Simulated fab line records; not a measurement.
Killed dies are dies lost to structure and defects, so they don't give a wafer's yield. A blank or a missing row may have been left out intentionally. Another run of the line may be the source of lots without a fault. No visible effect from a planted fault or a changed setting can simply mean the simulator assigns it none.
A struck lot beside a sound one + flow sky130 + 18 out of 708 route steps
Sound: these wafers, L534.2, L534.3, L534.4. Struck: wafer L525.4. (L525.5 of the same lot was not struck and is left out.) The cause comes at the end.
Order at every step that has rows: each side's tool, ch and its chambers, its first start. Under that, the readings that differ: sound wafers + struck wafers + difference of the means + sigmas: that difference in standard deviations of wafers without a fault.
alike: a reading whose means differ by less than 2 such deviations, as well as words and numbers matching on both sides. not compared: withheld readings; readings where some wafer has no value; bounds like >300 that might hide an equal value; numbers whose values overlap and for which the record gives no deviation.
A row with sigmas, a row that says differs or no value, or rows on one side alone: a step with any of these is where the two part. When numbers do not overlap yet have no deviation, they are printed without sigmas and do not part them. A reading that every wafer of one side lacks parts them only if that side has two wafers or more.

first, 6 steps without rows for these wafers: SKY_RES_XHIGH_COAT_02 (resist thk 1140 nm); SKY_RES_XHIGH_SOFTBAKE_03 (time 60 s); SKY_RES_XHIGH_EXPOSE_04 (exposes mask URPM, target cd 1270 nm); SKY_RES_XHIGH_PEB_05; SKY_RES_XHIGH_DEVELOP_06 (develop time 60 s); SKY_RES_XHIGH_IMPLANT_07.
SKY_RES_XHIGH_STRIP_08: strips in O2/N2.
  sound on plasma-asher-04 ch 0,1, day 32 13:25; struck on plasma-asher-04 ch 1, day 29 14:23
| reading                      | sound             | struck | difference | sigmas |
|------------------------------|-------------------|--------|------------|--------|
| strip-time-to-endpoint-s (s) | 14.32 14.35 14.35 | 14.24  | -0.10      | -2     |
  alike: drypump-motor-current-A, oes-product-au
  not compared: rf-hours-counter-h
SKY_RES_XHIGH_TW_MEAS_09:
  sound on film-metro-04, day 32 13:31; struck on film-metro-04, day 29 14:29
  alike: RES_XHIGH_TW
then, 4 steps without rows for these wafers: SKY_SD_N_DEHYDRATE_00 (time 60 s); SKY_SD_N_HMDS_01 (prime time 60 s); SKY_SD_N_COAT_02 (resist thk 1140 nm); SKY_SD_N_SOFTBAKE_03 (time 60 s).
SKY_SD_N_EXPOSE_04: exposes mask NSDM, target cd 380 nm.
  sound on iline-stepper-02 ch 0, day 33 02:34; struck on iline-stepper-01 ch 0, day 30 05:13
| reading               | sound                | struck | difference | sigmas |
|-----------------------|----------------------|--------|------------|--------|
| stage-vel-mm-s (mm/s) | 499.83 499.81 499.90 | 500.61 | +0.76      | +3     |
  alike: mask
then, 2 steps without rows for these wafers: SKY_SD_N_PEB_05; SKY_SD_N_DEVELOP_06 (develop time 60 s).
SKY_SD_N_CD_MEAS_07 targets a cd of 380 nm.
  sound on cd-sem-01, day 33 15:43; struck on cd-sem-01, day 30 18:21
| reading    | sound             | struck | difference | sigmas |
|------------|-------------------|--------|------------|--------|
| cd-nm (nm) | 380.5 382.1 380.0 | 348.9  | -32.0      | -11    |
SKY_SD_N_OVL_MEAS_08:
  sound on overlay-01, day 33 15:49; struck on overlay-02, day 30 18:25
| reading       | sound       | struck | difference | sigmas |
|---------------|-------------|--------|------------|--------|
| SD_N_OVL (nm) | 0.9 2.6 1.5 | -2.8   | -4.5       | -3     |
-- the record jumps here: 17 days lie between the struck wafers' starts before and after (it left off in module SD_N and takes up again in module PAD_OPEN, whose first step shown is number 708 of the route) --
SKY_PAD_OPEN_PROBE_99:
  sound on prober-02, day 49 21:35; struck on prober-01, day 47 22:32
| reading            | sound    | struck | difference | sigmas |
|--------------------|----------|--------|------------|--------|
| killed-at-contacts | 30 29 29 | 16     | -13        | -3     |
| killed-open        | 69 49 51 | 40     | -16        | -2     |
  alike: killed_at_M0_to_M3, killed_at_M4_up, killed-at-front-end, killed-at-other, killed-dies, killed-short

## WHERE THEY PART
First at SKY_RES_XHIGH_STRIP_08; last, within this record, at SKY_PAD_OPEN_PROBE_99.

WHY: what had been put in by the simulator
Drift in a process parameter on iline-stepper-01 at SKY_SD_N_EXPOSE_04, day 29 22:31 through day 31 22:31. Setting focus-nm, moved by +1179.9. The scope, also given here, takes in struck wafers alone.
